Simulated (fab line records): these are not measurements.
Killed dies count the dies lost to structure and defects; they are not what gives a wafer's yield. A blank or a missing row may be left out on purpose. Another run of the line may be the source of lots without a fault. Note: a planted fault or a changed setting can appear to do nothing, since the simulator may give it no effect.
One fault through the eyes of 2 desks :: flow gf180mcu :: only its own numbers are on each desk; what lay behind them is given at the end

## THE TOOL OWNER'S DESK: implanter-03
GF_MVSD_IMPLANT_09, tool's own readings: per-lot mean of the sampled wafers with a number, covering each lot this tool ran. Any lot whose mean is over 4 standard deviations away from the usual mean is out of limits and marked OUT; that distance is given in the brackets.
Columns: A = beam energy keV at GF_MVSD_IMPLANT_09, usual 100.00; B = dose ions cm2 at GF_MVSD_IMPLANT_09, usual 5e+12; C = faraday current uA at GF_MVSD_IMPLANT_09, usual 28.2
lot: L189
first seen here: day 5 04:09
A: 100.03
B: 5e+12
C: 28.4

lot: L190
first seen here: day 5 11:30
A: 99.94
B: 8e+12 (+99 or more) OUT
C: 43.4 (+25) OUT

lot: L191
first seen here: day 5 12:56
A: 100.00
B: 8e+12 (+99 or more) OUT
C: 43.1 (+24) OUT

lot: L193
first seen here: day 5 20:26
A: 100.00
B: 8e+12 (+99 or more) OUT
C: 43.3 (+25) OUT

lot: L204
first seen here: day 8 13:53
A: 99.97
B: 5e+12
C: 28.3

lot: L207
first seen here: day 9 06:59
A: 100.03
B: 5e+12
C: 28.5

lot: L210
first seen here: day 10 03:35
A: 100.02
B: 5e+12
C: 28.4
Finding of this desk: L190, L191, L193 out of limits; the first was L190 at day 5 11:30, on dose ions cm2 at GF_MVSD_IMPLANT_09. In limits: L189, L204, L207, L210.

## METROLOGY DESK
What the gauges read for every lot (on any tool): the sampled wafers with a number, averaged. Any lot whose mean is over 4 standard deviations away from the usual mean is out of limits and marked OUT; that distance is given in the brackets.
Columns: A = INCOMING_BOW at GF_STI_BOW_MEAS_00, usual -1 um; B = STI_OXIDATION_02_THK at GF_STI_THK_MEAS_30, usual 10.01 nm; C = MVSD_TW at GF_MVSD_TW_MEAS_11, usual 1588; D = MVSD_RS at GF_VT_IMPLANT_RS_MEAS_46, usual 456.7 ohm/sq
lot: L187
first seen here: day 1 10:04
A: -1
B: 10.13
C: 1588
D: 455.8

lot: L189
first seen here: day 1 20:00
A: -3
B: 9.96
C: 1590
D: 457.5

lot: L190
first seen here: day 2 01:00
A: 0
B: 10.08
C: 1626 (+6.5) OUT
D: 422.9 (-31) OUT

lot: L191
first seen here: day 2 06:00
A: -1
B: 10.29
C: 1623 (+6.0) OUT
D: 423.9 (-30) OUT

lot: L192
first seen here: day 2 11:01
A: -3
B: 9.98
C: 1585
D: 456.7

lot: L193
first seen here: day 2 16:00
A: 2
B: 10.11
C: 1623 (+6.0) OUT
D: 423.8 (-30) OUT

lot: L204
first seen here: day 4 23:01
A: -4
B: 9.95
C: 1592
D: 457.7

lot: L205
first seen here: day 5 04:00
A: -3
B: 10.08
C: 1579
D: 456.2

lot: L206
first seen here: day 5 09:00
A: -6
B: 9.99
C: 1591
D: 456.2

lot: L207
first seen here: day 5 14:01
A: 1
B: 9.93
C: 1590
D: 457.3

lot: L208
first seen here: day 5 19:01
A: 0
B: 10.09
C: 1590
D: 457.3

lot: L210
first seen here: day 6 05:00
A: -6
B: 9.78
C: 1590
D: 459.1
This desk's result: L190, L191, L193 out of limits, first on L190 (MVSD_TW at GF_MVSD_TW_MEAS_11), day 5 11:45. In limits: L187, L189, L192, L204, L205, L206, L207, L208, L210.

## TAKEN TOGETHER
The tool owner's desk could have raised an alarm at day 5 11:30, on L190, L191, L193.
On L190, L191, L193, the metrology desk was in a position to raise an alarm at day 5 11:45.
On implanter-03, each named lot ran GF_MVSD_IMPLANT_09.

## WHAT THE SIMULATOR HAD PUT IN
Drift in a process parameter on implanter-03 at GF_MVSD_IMPLANT_09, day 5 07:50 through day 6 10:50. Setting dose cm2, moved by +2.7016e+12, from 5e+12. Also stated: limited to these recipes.
Lots struck among those shown: L190, L191, L193.
Fault start to first reading out of limits, in hours, per desk: tool owner, 4; metrology, 4.
